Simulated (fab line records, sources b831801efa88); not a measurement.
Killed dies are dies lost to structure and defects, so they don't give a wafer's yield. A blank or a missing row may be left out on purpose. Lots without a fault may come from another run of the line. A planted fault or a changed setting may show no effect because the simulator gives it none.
A struck lot beside a sound one | flow sky130 | 16 steps out of a route of 708
Sound: wafers L226.2, L226.4, L226.6. Struck: wafers L231.3, L231.5, L231.6. The cause comes at the end.
At each step with rows: each side's tool, then ch and its chambers, then its first start. Under that, the readings that differ: sound wafers | struck wafers | difference of the means | sigmas: that difference in standard deviations of wafers without a fault.
alike: readings whose means differ by less than 2 such deviations, and words and numbers that are the same on both sides. not compared: withheld readings, readings that some wafer has no value for, bounds like >300 that may hide the same value, and numbers for which the record gives no deviation and whose values overlap.
The two part at a step that has a row with sigmas, a row that says differs or no value, or rows on one side only. Numbers that don't overlap but have no deviation are shown without sigmas and don't part them. A reading that every wafer of one side lacks parts them only if that side has two wafers or more.

first, 1 step without rows for these wafers: SKY_VT_ADJUST_NCORE_DEVELOP_06 (develop time 60 s).
SKY_VT_ADJUST_NCORE_CD_MEAS_07: target cd 380 nm.
  sound on cd_sem-01, day 10 08:38; struck on cd_sem-02, day 11 17:09
  alike: cd_nm
SKY_VT_ADJUST_NCORE_OVL_MEAS_08:
  sound on overlay-01, day 10 08:44; struck on overlay-02, day 11 17:15
  alike: VT_ADJUST_NCORE_OVL
then, 1 step without rows for these wafers: SKY_VT_ADJUST_NCORE_IMPLANT_09.
SKY_VT_ADJUST_NCORE_STRIP_10: strips in O2/N2.
  sound on plasma_asher-03 ch 0,1, day 10 08:55; struck on plasma_asher-01 ch 0,1, day 11 17:27
  alike: drypump_motor_current_A, oes_product_au, strip_time_to_endpoint_s
  not compared: rf_hours_counter_h
SKY_VT_ADJUST_NCORE_TW_MEAS_11:
  sound on film_metro-03, day 10 09:02; struck on film_metro-01, day 11 17:32
  reading            | sound             | struck            | difference | sigmas
  VT_ADJUST_NCORE_TW | 218.5 218.5 218.3 | 223.8 223.9 224.3 | +5.6       | +2
then, 6 steps without rows for these wafers: SKY_VT_ADJUST_HVTR_DEHYDRATE_00 (time 60 s); SKY_VT_ADJUST_HVTR_HMDS_01 (prime time 60 s); SKY_VT_ADJUST_HVTR_COAT_02 (resist thk 1140 nm); SKY_VT_ADJUST_HVTR_SOFTBAKE_03 (time 60 s); SKY_VT_ADJUST_HVTR_EXPOSE_04 (exposes mask HVTRM, target cd 380 nm); SKY_VT_ADJUST_HVTR_PEB_05.
SKY_VT_ADJUST_HVTR_DEVELOP_06: develop time 60 s.
  sound on litho_track-03 ch 0, day 11 07:56; struck on litho_track-01 ch 0, day 12 16:39
SKY_VT_ADJUST_HVTR_CD_MEAS_07: target cd 380 nm.
  sound on cd_sem-02, day 11 08:05; struck on cd_sem-01, day 12 16:47
  reading    | sound             | struck            | difference | sigmas
  cd_nm (nm) | 375.6 376.3 375.3 | 388.2 386.9 387.0 | +11.6      | +4
SKY_VT_ADJUST_HVTR_OVL_MEAS_08:
  sound on overlay-01, day 11 08:11; struck on overlay-01, day 12 16:53
  alike: VT_ADJUST_HVTR_OVL
-- the record jumps here: 36 days lie between the struck wafers' starts before and after (it left off in module VT_ADJUST_HVTR and takes up again in module PAD_OPEN, whose first step shown is number 708 of the route) --
SKY_PAD_OPEN_PROBE_99:
  sound on prober-01, day 47 10:31; struck on prober-02, day 48 13:20
  alike: killed_at_M0_to_M3, killed_at_M4_up, killed_at_contacts, killed_at_front_end, killed_at_other, killed_dies, killed_on_rim, killed_open, killed_short

WHERE THEY PART
First at SKY_VT_ADJUST_NCORE_TW_MEAS_11; last, within this record, at SKY_VT_ADJUST_HVTR_CD_MEAS_07. Later steps at which nothing parts them and some readings are alike: SKY_VT_ADJUST_HVTR_OVL_MEAS_08, SKY_PAD_OPEN_PROBE_99.

WHY: what the simulator had put in
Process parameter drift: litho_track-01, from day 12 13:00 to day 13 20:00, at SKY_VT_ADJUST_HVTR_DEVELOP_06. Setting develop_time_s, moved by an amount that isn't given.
